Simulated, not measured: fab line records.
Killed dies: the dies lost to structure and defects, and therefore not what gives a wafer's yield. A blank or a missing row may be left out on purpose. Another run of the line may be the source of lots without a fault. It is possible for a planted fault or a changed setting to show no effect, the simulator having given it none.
Split-lot experiment ; flow sfq-line ; on a route of 325 steps: 5 lots, 23 wafers read

## THE SPLIT ITSELF
At SFQ_TRILAYER_I2_VIA_LITHO_EXPOSE_068 (exposes mask I2, target cd 500 nm), the setting dose-mj was moved away from the recipe's 21.3 on 7 of the 23 wafers read, by -7.5% to +2.1%. For the rest of the wafers, this setting stayed at what the recipe calls for.

## FROM THE SPLIT TO THE READING: what the file shows between them, 3 steps
- SFQ_TRILAYER_I2_VIA_LITHO_PEB_070: peb time 60 s
- SFQ_TRILAYER_I2_VIA_LITHO_DEVELOP_069: time 60 s
- SFQ_TRILAYER_I2_VIA_BARC_OPEN_VIA_ETCH_096: etches BARC in O2, target depth 125 nm, time 41.7 s

## THE READING
I2.cd-nm (the simulator's own value, which no gauge read), in nm, at SFQ_TRILAYER_I2_VIA_ETCH_VIA_ETCH_070 (etches SiO2 in CHF3, stops on Nb, target depth 260 nm). No usual value for it is given in the file. The 16 wafers here that ran the recipe average 521.0 nm, standard deviation 1.6 nm.

wafer;tool, chamber at the split;dose-mj as run;against the recipe;I2.cd-nm, nm;against lot-mates on the recipe
L076.1;krf-scanner-01, 0;21.3;recipe;521.3;-
L076.2;krf-scanner-01, 0;21.3;recipe;522.3;-
L076.3;krf-scanner-01, 0;21.3;recipe;520.1;-
L076.4;krf-scanner-01, 0;19.7;-7.5%;507.5;-13.7
L076.5;krf-scanner-01, 0;19.7;-7.5%;507.5;-13.7
L077.1;krf-scanner-01, 0;21.74;+2.1%;524.8;+4.5
L077.2;krf-scanner-01, 0;21.3;recipe;520.1;-
L077.3;krf-scanner-01, 0;21.74;+2.1%;524.5;+4.2
L077.4;krf-scanner-01, 0;21.3;recipe;520.7;-
L077.6;krf-scanner-01, 0;21.3;recipe;520;-
L080.1;krf-scanner-02, 0;21.3;recipe;522.9;-
L080.3;krf-scanner-02, 0;21.3;recipe;522;-
L080.6;krf-scanner-02, 0;21.3;recipe;520.1;-
L083.1;krf-scanner-01, 0;21.3;recipe;518.3;-
L083.3;krf-scanner-01, 0;20.62;-3.2%;515.2;-2.4
L083.4;krf-scanner-01, 0;20.62;-3.2%;511.4;-6.2
L083.5;krf-scanner-01, 0;20.62;-3.2%;513.8;-3.8
L083.6;krf-scanner-01, 0;21.3;recipe;516.9;-
L084.1;krf-scanner-01, 0;21.3;recipe;521.6;-
L084.2;krf-scanner-01, 0;21.3;recipe;522.1;-
L084.4;krf-scanner-01, 0;21.3;recipe;522.8;-
L084.5;krf-scanner-01, 0;21.3;recipe;523;-
L084.6;krf-scanner-01, 0;21.3;recipe;521.4;-

FIT RESULTS
A straight line over all 23 wafers: I2.cd-nm changes by +1.88 nm for each +1% of dose-mj; r = +0.94; the points scatter about the line by 1.7 nm.
The same after taking each lot's own level away (the mean of its wafers on the recipe; 23 wafers): +1.77 nm for each +1%; r = +0.97; scatter 1.1 nm.
Per that fit: largest dose-mj move, reading shift of 13 nm.
From 517.60 to 522.18 nm: that is the span of the lots' own levels, equal to 2.8 times the standard deviation above.
So the lot-to-lot level changes the slope little: the two slopes agree.
Check: for one of the wafers moved furthest among these (-7.5%), held out of the fit, the line's prediction against its lot-mates is -12.7 nm. Against them it came out at -13.7 nm.

## THESE WAFERS: OTHER SPLITS
Before the reading, these wafers also passed through other splits. Each is held against what the fit with the lots' levels taken away leaves over:
other split on the same wafers;wafers away from the commonest value;r with I2.cd-nm (lot level and that fit taken away)
SFQ_TRILAYER_M2_LITHO_COAT_062 resist-thk-nm;10;+0.45
SFQ_TRILAYER_M2_BARC_OPEN_METAL_ETCH_077 time-s;8;-0.20

## THE WHOLE CHAIN: every reading that the file lists as answering this split, in the file's order
step;what it does;reading;change (the file's fit);r (the file's)
SFQ_TRILAYER_I2_VIA_BARC_OPEN_VIA_ETCH_096;etches BARC in O2, target depth 125 nm, time 41.7 s;I2.cd-nm (the simulator's own value, which no gauge read);+1.67 nm for each +1% of the setting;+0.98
SFQ_TRILAYER_I2_VIA_ETCH_VIA_ETCH_070;etches SiO2 in CHF3, stops on Nb, target depth 260 nm;I2.cd-nm (the simulator's own value, which no gauge read);+1.77 nm for each +1% of the setting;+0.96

## FILE'S OWN FIT
I2.cd-nm changes by +1.77 nm for each +1% of dose-mj, r = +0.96.
